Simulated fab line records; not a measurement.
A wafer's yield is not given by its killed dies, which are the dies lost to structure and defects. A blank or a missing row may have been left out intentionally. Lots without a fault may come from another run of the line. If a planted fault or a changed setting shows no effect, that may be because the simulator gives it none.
What tool caused it? + flow gf180mcu + 6 lots with 18 wafers sampled at 2 steps, on a route of 602 steps

WHAT EACH GAUGE READ, for each wafer
GF_HV_LDD_THK_MEAS_55.
| lot  | measured     | on           | HV_LDD_CVD_54_THK (nm)              |
|------|--------------|--------------|-------------------------------------|
| L616 | day 13 00:01 | filmMetro-02 | 10.01 10.08 9.96                    |
| L624 | day 15 17:35 | filmMetro-02 | 12.12 12.10 12.09 12.17 12.11 12.07 |
| L631 | day 17 21:20 | filmMetro-02 | 10.16 10.17 10.27                   |
| L634 | day 18 16:37 | filmMetro-02 | 10.04 10.13 9.95                    |
| L636 | day 19 09:02 | filmMetro-04 | 9.89 9.96 9.93                      |
| L638 | day 20 02:30 | filmMetro-04 | 9.94 9.82 9.87                      |

WHICH TOOL RAN EACH LOT (tool, then ch and the chambers of the sampled wafers, then the start)
| lot  | GF_HV_LDD_CVD_54            |
|------|-----------------------------|
| L616 | lpcvd-02 ch 0, day 12 23:00 |
| L624 | lpcvd-02 ch 0, day 15 16:34 |
| L631 | lpcvd-01 ch 1, day 17 20:19 |
| L634 | lpcvd-01 ch 0, day 18 15:35 |
| L636 | lpcvd-02 ch 1, day 19 08:00 |
| L638 | lpcvd-02 ch 0, day 20 01:29 |
- GF_HV_LDD_CVD_54: deposits SiO2 from TEOS, target thk 10 nm, time 75 s.

THE ANSWER, worked out from the rows above alone
Rule: what is usual is taken from the lots themselves. The widest of any qualifying gaps counts: lots, ordered by their means at a reading, are off when they make up no more than a third of the lots, leave a main group of 4 or more, and stand apart from it by 3 or more times the standard deviation of that group's means. Not used: any main group whose means are identical at the precision the tables above print for the reading. A lot without any number at a reading at which 4 lots or more have one is off too. All remaining lots with rows at the step are treated as sound.
Off: at GF_HV_LDD_THK_MEAS_55 (HV_LDD_CVD_54_THK), L624. The main group has a mean of 10.01 nm with a standard deviation of 0.11.
If a tool, at a process step before that reading, ran all the lots that are off and no sound lot after the first of them, it fits. The gauges at GF_HV_LDD_THK_MEAS_55 are tried like those tools. Not one of the candidates tried fits.

WHAT THE SIMULATOR HAD PUT IN
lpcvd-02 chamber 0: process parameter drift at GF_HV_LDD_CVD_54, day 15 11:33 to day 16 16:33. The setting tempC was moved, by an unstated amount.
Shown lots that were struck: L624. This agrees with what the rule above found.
